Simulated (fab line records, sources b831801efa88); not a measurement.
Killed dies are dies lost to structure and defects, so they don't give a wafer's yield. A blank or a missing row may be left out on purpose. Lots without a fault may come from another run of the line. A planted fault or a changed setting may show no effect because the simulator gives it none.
Problem report in the 8D (eight disciplines) form, filled by code | flow gf180mcu | the parts of the form that need people (team, actions taken, sign-off) are left out

1. THE PROBLEM
heater_power_total_W at GF_M5_PEB_05 reads a mean of 84.98 W on 12 wafers of 4 lots; wafers without a fault read 85.70 W with a standard deviation of 0.086. That is -8.4 standard deviations from the usual mean.
The step: peb time 90 s.
First seen on wafer L755.1, day 30 13:49, on litho_track-02. The record holds 42 wafers of 14 lots with a number at this step. Rule for "out", or "out of limits": more than 4 standard deviations from the usual mean. The other wafers with a number count as sound.

2. WHAT IT IS AND WHAT IT IS NOT
question                    | is                                 | is not
which readings at this step | heater_power_total_W, plate_temp_C | -
which lots                  | L755, L756, L758, L759             | L742, L744, L746, L748, L750, L752, L753, L754, L760, L763
which wafers of those lots  | all that have a number             | -
read on which tools         | litho_track-02                     | litho_track-01, litho_track-03
when                        | from day 30 13:49                  | up to then (24 sound wafers); but 6 sound wafers of L760, L763 came after

3. SUSPECTS, AND WHAT RULES EACH OUT
Counting: a tool at a process step up to the reading stays a suspect if it ran every lot that is out and no sound lot after the first of them.
- litho_track-02 at GF_M5_PEB_05 (peb time 90 s): kept. It ran every lot that is out, first L755 (day 30 13:49), and no sound lot after that; its last sound lot up to then is L753 (day 30 00:56). Its own readings are out on those wafers: heater_power_total_W, plate_temp_C.
Left after counting: litho_track-02 at GF_M5_PEB_05.

4. THE CAUSE (what the simulator had put in)
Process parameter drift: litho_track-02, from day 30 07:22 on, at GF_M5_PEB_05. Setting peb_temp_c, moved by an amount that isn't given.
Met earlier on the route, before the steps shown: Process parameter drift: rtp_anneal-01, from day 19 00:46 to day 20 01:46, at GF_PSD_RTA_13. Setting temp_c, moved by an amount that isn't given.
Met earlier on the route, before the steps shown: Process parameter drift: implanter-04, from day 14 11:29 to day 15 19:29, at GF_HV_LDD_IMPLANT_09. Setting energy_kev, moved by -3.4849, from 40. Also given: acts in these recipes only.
Counting left only this tool.

5. THE CHAIN OF EFFECTS, in route order
Each row: a reading whose mean over the struck wafers that have a number lies more than 3 standard deviations from the usual. Only readings for which the record gives a usual standard deviation are gone through. hours: the time from each lot's start at the first step in this table that gives one to its start at this step, as a median over the lots. sigmas: the change in usual standard deviations.
hours | step         | reading              | usual    | on struck wafers | change | sigmas
0     | GF_M5_PEB_05 | heater_power_total_W | 85.70 W  | 84.98            | -0.72  | -8.4
0     | GF_M5_PEB_05 | plate_temp_C         | 134.96 C | 134.13           | -0.83  | -6.4
The process steps in it:
- GF_M5_PEB_05: peb time 90 s.
Later measuring or inspecting steps at which every struck wafer that the step has a row for has a number for every such reading, and none has moved that far: GF_V5_CD_MEAS_14.

6. WHAT WOULD HAVE CAUGHT IT SOONER
In this record the first reading out of limits was taken at day 30 13:49, 6 hours after the fault began at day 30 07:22.
